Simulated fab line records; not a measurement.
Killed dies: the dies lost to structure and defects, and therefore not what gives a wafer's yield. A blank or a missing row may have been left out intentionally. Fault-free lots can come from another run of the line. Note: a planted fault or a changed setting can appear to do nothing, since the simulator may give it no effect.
Chamber matching    flow gf180mcu    4 sister chambers for GF_V4_CMP_04 on cmp-01
The step polishes SiO2. 27 wafers are shown with their chamber, then 12 later ones without.

WAFERS, EACH WITH ITS CHAMBER
wafer   chamber  motor-current-A (A)  time-to-endpoint-s (s)  retaining-ring-pressure-frac
L074.2  2        12.8                 83                      0.998
L074.3  1        11.8                 81                      0.995
L074.4  3        10.8                 68                      0.998
L075.2  1        12.6                 82                      0.998
L075.3  3        10.7                 67                      0.997
L075.6  0        10.8                 79                      0.993
L076.2  1        12.2                 81                      1.006
L076.4  0        10.6                 82                      1.001
L076.5  2        12.2                 85                      0.997
L078.4  3        11.5                 74                      0.996
L078.5  0        10.7                 77                      1.005
L078.6  3        10.7                 73                      0.995
L079.2  0        10.6                 82                      0.999
L079.5  3        11.0                 81                      1.003
L079.6  2        12.2                 91                      0.998
L080.3  1        12.0                 78                      1.007
L080.4  0        11.5                 78                      0.999
L080.6  1        11.8                 81                      0.997
L082.1  1        11.9                 85                      1.003
L082.3  0        10.8                 74                      1.003
L082.4  2        11.9                 80                      1.006
L088.2  1        12.6                 80                      1.007
L088.4  3        10.7                 73                      0.998
L088.6  0        11.3                 78                      1.003
L090.1  0        10.8                 80                      0.986
L090.3  1        12.6                 83                      0.999
L090.4  3        10.9                 82                      0.994

SIGNATURES (averages over the wafers above)
reading                       chamber 0  chamber 1  chamber 2  chamber 3  scatter within a chamber
motor-current-A               10.887     12.188     12.275     10.900     0.338
time-to-endpoint-s            78.75      81.38      84.75      74.00      3.87
retaining-ring-pressure-frac  0.99862    1.00150    0.99975    0.99729    0.00486
Rule: distance of a wafer from a chamber = root of the sum over the readings of ((wafer's reading minus chamber's mean) / reading's scatter) squared. The wafer belongs to the nearest chamber; if the next one is less than 2 further off, it can't be placed. The scatter: take each reading less its chamber's mean, square it, sum over the shown wafers, divide by the number of wafers less the number of chambers, and take the root.

WAFERS WHOSE CHAMBER IS MISSING
wafer   motor-current-A (A)  time-to-endpoint-s (s)  retaining-ring-pressure-frac
L093.2  10.9                 64                      1.002
L093.3  11.9                 80                      0.999
L093.5  12.0                 83                      0.988
L095.1  12.1                 85                      0.993
L095.3  10.0                 80                      0.989
L095.4  10.4                 76                      1.006
L096.1  13.2                 80                      1.000
L096.3  12.8                 77                      1.005
L096.6  11.2                 83                      1.001
L097.3  11.5                 83                      1.008
L097.4  11.1                 84                      1.012
L097.5  10.9                 84                      1.006

EACH ONE'S CHAMBER
wafer   from the rows above                in truth
L093.2  can't be placed: 3 or 0            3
L093.3  can't be placed: 1 or 2 or 0       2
L093.5  can't be placed: 2 or 1 or 0 or 3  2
L095.1  can't be placed: 2 or 1            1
L095.3  can't be placed: 0 or 3            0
L095.4  can't be placed: 0 or 3            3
L096.1  can't be placed: 2 or 1            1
L096.3  can't be placed: 1 or 2            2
L096.6  can't be placed: 0 or 3 or 1 or 2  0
L097.3  can't be placed: 1 or 0 or 2 or 3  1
L097.4  can't be placed: 0 or 1 or 3 or 2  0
L097.5  can't be placed: 0 or 3 or 1       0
Correct placement for 0 of the 12. These rows do not allow placing 12 (true chamber among the candidates in 12). Placed wrongly: 0.
